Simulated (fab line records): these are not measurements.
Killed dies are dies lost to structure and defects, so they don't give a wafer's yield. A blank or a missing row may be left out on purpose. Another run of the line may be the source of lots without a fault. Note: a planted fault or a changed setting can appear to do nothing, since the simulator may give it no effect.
Struck lot and sound lot, side by side -- flow sky130 -- 16 out of 708 route steps
Sound: these wafers, L598.2, L598.4, L598.5. Struck: wafers L601.1, L601.4, L601.5. The cause comes at the end.
Each step with rows lists, per side, the tool, then ch with its chambers, then its first start. Under that, the readings that differ: sound wafers -- struck wafers -- difference of the means -- sigmas: that difference in standard deviations of wafers without a fault.
alike: a reading whose means differ by less than 2 such deviations, as well as words and numbers matching on both sides. not compared: withheld readings; readings where some wafer has no value; bounds like >300 that might hide an equal value; numbers whose values overlap and for which the record gives no deviation.
The two part at a step that has a row with sigmas, a row that says differs or no value, or rows on one side only. Numbers that have no deviation but don't overlap get no sigmas and don't part them. A reading that every wafer of one side lacks parts them only if that side has two wafers or more.

first, 1 step without rows for these wafers: SKY_VT_ADJUST_LVTN_IMPLANT_19.
SKY_VT_ADJUST_LVTN_STRIP_20: strips in O2/N2.
  sound on plasma-asher-04 ch 0,1, day 9 16:19; struck on plasma-asher-04 ch 1, day 10 14:11
  alike: drypump-motor-current-A, oes-product-au, strip-time-to-endpoint-s
  not compared: rf-hours-counter-h
SKY_VT_ADJUST_LVTN_TW_MEAS_21:
  sound: film-metro-04 at day 9 16:26; struck: film-metro-01 at day 10 14:17
  alike: VT_ADJUST_LVTN_2_TW
then, 7 steps without rows for these wafers: SKY_VT_ADJUST_NCORE_DEHYDRATE_00 (time 60 s); SKY_VT_ADJUST_NCORE_HMDS_01 (prime time 60 s); SKY_VT_ADJUST_NCORE_COAT_02 (resist thk 1140 nm); SKY_VT_ADJUST_NCORE_SOFTBAKE_03 (time 60 s); SKY_VT_ADJUST_NCORE_EXPOSE_04 (exposes mask LVTN COMPLEMENT THIN, target cd 380 nm); SKY_VT_ADJUST_NCORE_PEB_05; SKY_VT_ADJUST_NCORE_DEVELOP_06 (develop time 60 s).
SKY_VT_ADJUST_NCORE_CD_MEAS_07: target cd 380 nm.
  sound: cd-sem-01 at day 10 15:41; struck: cd-sem-02 at day 11 14:25
  alike: cd-nm
SKY_VT_ADJUST_NCORE_OVL_MEAS_08:
  sound: overlay-02 at day 10 15:47; struck: overlay-01 at day 11 14:32
  alike: VT_ADJUST_NCORE_OVL
SKY_VT_ADJUST_NCORE_IMPLANT_09:
  sound on implanter-02 ch 0, day 10 15:51; struck on implanter-02 ch 0, day 11 14:34
reading,sound,struck,difference,sigmas
dose-ions-cm2,2.4044e+12 2.3999e+12 2.4005e+12,2.1059e+12 2.11e+12 2.107e+12,-2.9397e+11,-99 or more
faraday-current-uA,13.51 13.51 13.55,12.20 12.13 12.00,-1.41,-5
SKY_VT_ADJUST_NCORE_STRIP_10: strips in O2/N2.
  sound on plasma-asher-04 ch 0, day 10 15:58; struck on plasma-asher-04 ch 0,1, day 11 14:43
  alike: drypump-motor-current-A, oes-product-au, strip-time-to-endpoint-s
  not compared: rf-hours-counter-h
SKY_VT_ADJUST_NCORE_TW_MEAS_11:
  sound: film-metro-04 at day 10 16:05; struck: film-metro-02 at day 11 15:07
reading,sound,struck,difference,sigmas
VT_ADJUST_NCORE_TW,222.1 220.2 221.1,211.2 212.2 211.6,-9.5,-9
  not compared: hold
-- a jump in the record: the struck wafers' starts before and after are 37 days apart (it breaks off in module VT_ADJUST_NCORE and resumes in module PAD_OPEN, where the first step shown is number 708 of the route) --
SKY_PAD_OPEN_PROBE_99:
  sound: prober-02 at day 48 00:41; struck: prober-01 at day 48 19:38
reading,sound,struck,difference,sigmas
model.etest.nfet_16v.r-on-ohm-um,1.38e+04 1.396e+04 1.388e+04,1.329e+04 1.329e+04 1.337e+04,-5.633e+02,
model.etest.pfet-g5v0d10v5.r-on-ohm-um,4660 4778 4690,4883 4908 4901,+188,
model.etest.nfet-g5v0d10v5.r-on-ohm-um,1856 1878 1874,1831 1838 1840,-33,
model.etest.nfet-g5v0d10v5.drive-ua-um,623.6 603.1 618.2,631.9 625.5 624.2,+12.2,
model.etest.pfet-g5v0d10v5.drive-ua-um,348.4 341.3 347,330.5 326.8 331.4,-16.0,
model.etest.nfet_16v.drive-ua-um,227.3 223.9 226.6,235.1 232.9 232.9,+7.7,
  alike: killed_at_M0_to_M3, killed_at_M4_up, killed-at-contacts, killed-at-front-end, killed-at-other, killed-dies, killed-open, killed-short
  not compared: model.etest.res-pwell-under-gate.rs-ohm-sq, model.etest.pfet_16v.drive-ua-um

## WHERE THEY PART
Earliest at SKY_VT_ADJUST_NCORE_IMPLANT_09; latest, in this record, at SKY_VT_ADJUST_NCORE_TW_MEAS_11. Later steps at which nothing parts them and some readings are alike: SKY_PAD_OPEN_PROBE_99.

WHY: what the simulator had put in
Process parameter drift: implanter-02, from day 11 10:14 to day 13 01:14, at SKY_VT_ADJUST_NCORE_IMPLANT_09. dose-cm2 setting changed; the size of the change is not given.
